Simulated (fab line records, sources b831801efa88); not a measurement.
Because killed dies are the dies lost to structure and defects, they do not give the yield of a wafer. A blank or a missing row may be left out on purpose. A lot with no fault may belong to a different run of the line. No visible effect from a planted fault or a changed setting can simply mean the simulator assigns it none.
Which tool was responsible? | flow gf180mcu | 30 wafers from 10 lots sampled at 4 of the route's 602 steps

## WHAT THE GAUGES READ, wafer by wafer
GF_LVPWELL_TW_MEAS_11.
lot  | measured    | on            | LVPWELL_TW
L882 | day 3 22:11 | film-metro-04 | 562 560 561
L883 | day 4 04:08 | film-metro-04 | 557 559 558
L884 | day 4 07:19 | film-metro-01 | 559 558 562
L885 | day 4 14:58 | film-metro-04 | 561 560 560
L886 | day 4 19:22 | film-metro-04 | 559 561 560
L887 | day 5 02:44 | film-metro-04 | 566 564 564
L889 | day 5 11:02 | film-metro-04 | 564 566 566
L893 | day 6 13:09 | film-metro-01 | 564 564 561
L898 | day 7 16:00 | film-metro-03 | 1025 1026 1023
L899 | day 7 19:46 | film-metro-03 | 1026 1023 1016

GF_VT_IMPLANT_RS_MEAS_48: a four-point-probe measurement.
lot  | measured     | on            | LVPWELL_RS (ohm/sq)
L882 | day 7 14:56  | film-metro-01 | 1196 1199 1197
L883 | day 7 21:25  | film-metro-01 | 1196 1196 1199
L884 | day 8 03:25  | film-metro-03 | 1198 1192 1192
L885 | day 8 10:29  | film-metro-03 | 1196 1196 1195
L886 | day 8 14:14  | film-metro-03 | 1198 1196 1199
L887 | day 8 23:51  | film-metro-03 | 1199 1195 1196
L889 | day 9 11:37  | film-metro-03 | 1203 1200 1197
L893 | day 10 17:48 | film-metro-04 | 1197 1197 1198
L898 | day 12 01:33 | film-metro-04 | 1512 1510 1509
L899 | day 12 07:36 | film-metro-03 | 1515 1512 1514

GF_V1_THK_MEAS_03.
lot  | measured     | on            | V1_CVD_02_THK (nm)
L882 | day 16 23:42 | film-metro-02 | 843 848 849
L883 | day 17 10:04 | film-metro-02 | 866 859 880
L884 | day 17 19:53 | film-metro-02 | 831 870 852
L885 | day 18 06:22 | film-metro-02 | 836 843 855
L886 | day 18 10:35 | film-metro-02 | 822 835 848
L887 | day 19 01:04 | film-metro-03 | 845 876 862
L889 | day 19 21:26 | film-metro-03 | 853 853 842
L893 | day 21 06:33 | film-metro-04 | 838 853 846
L898 | day 23 09:37 | film-metro-03 | 832 821 831
L899 | day 23 14:00 | film-metro-03 | 853 850 878

## WHAT TOOL EACH LOT RAN ON (gives the tool, then ch and the chambers of the sampled wafers, and finally the start)
lot  | GF_LVPWELL_IMPLANT_08
L882 | implanter-01 ch 0, day 3 21:47
L883 | implanter-03 ch 0, day 4 03:44
L884 | implanter-03 ch 0, day 4 06:57
L885 | implanter-03 ch 0, day 4 14:35
L886 | implanter-03 ch 0, day 4 18:59
L887 | implanter-01 ch 0, day 5 02:22
L889 | implanter-01 ch 0, day 5 10:38
L893 | implanter-02 ch 0, day 6 12:45
L898 | implanter-03 ch 0, day 7 15:36
L899 | implanter-03 ch 0, day 7 19:22
- GF_LVPWELL_IMPLANT_08

## AS READ BY THE TOOLS THEMSELVES (means over the sampled wafers that have a number; for cases with no such wafer, the mark the record gives instead)
GF_LVPWELL_IMPLANT_08.
lot  | tool         | end-station-pressure-torr (Torr)
L882 | implanter-01 | 4.92e-06
L883 | implanter-03 | 5.00e-06
L884 | implanter-03 | 4.84e-06
L885 | implanter-03 | 5.05e-06
L886 | implanter-03 | 5.15e-06
L887 | implanter-01 | 5.08e-06
L889 | implanter-01 | 5.31e-06
L893 | implanter-02 | 5.00e-06
L898 | implanter-03 | 4.99e-06
L899 | implanter-03 | 5.31e-06

## THE ANSWER, worked out from the rows above alone
Rule: the usual values come from the lots themselves. Put in order of their means at a reading, lots are off if they are a third of the lots or fewer, leave a main group of 4 or more, and stand apart from it by a gap of 3 or more times the standard deviation of the main group's means; of several such gaps the widest counts. Not used: any main group whose means are identical at the precision the tables above print for the reading. Also off: a lot with no number at a reading for which 4 or more lots have one. The other lots that the step has rows for count as sound. After the gauges, taken in route order, come the tools' own readings; for these a lot's mean is taken, as printed above. At the first step where some lot is off, the reading lying furthest off is the one used; lots without a number count as furthest.
Off: L898, L899, seen at GF_LVPWELL_TW_MEAS_11 (LVPWELL_TW). The main group: mean 562, standard deviation 2.4.
A tool fits if, at a process step before that reading, it ran every lot that is off, and no sound lot after the first of them. The gauges at GF_LVPWELL_TW_MEAS_11 are tried like those tools. Undecided on this evidence; 2 tools fit (implanter-03 at GF_LVPWELL_IMPLANT_08, film-metro-03 at GF_LVPWELL_TW_MEAS_11).

## WHAT THE SIMULATOR HAD PUT IN
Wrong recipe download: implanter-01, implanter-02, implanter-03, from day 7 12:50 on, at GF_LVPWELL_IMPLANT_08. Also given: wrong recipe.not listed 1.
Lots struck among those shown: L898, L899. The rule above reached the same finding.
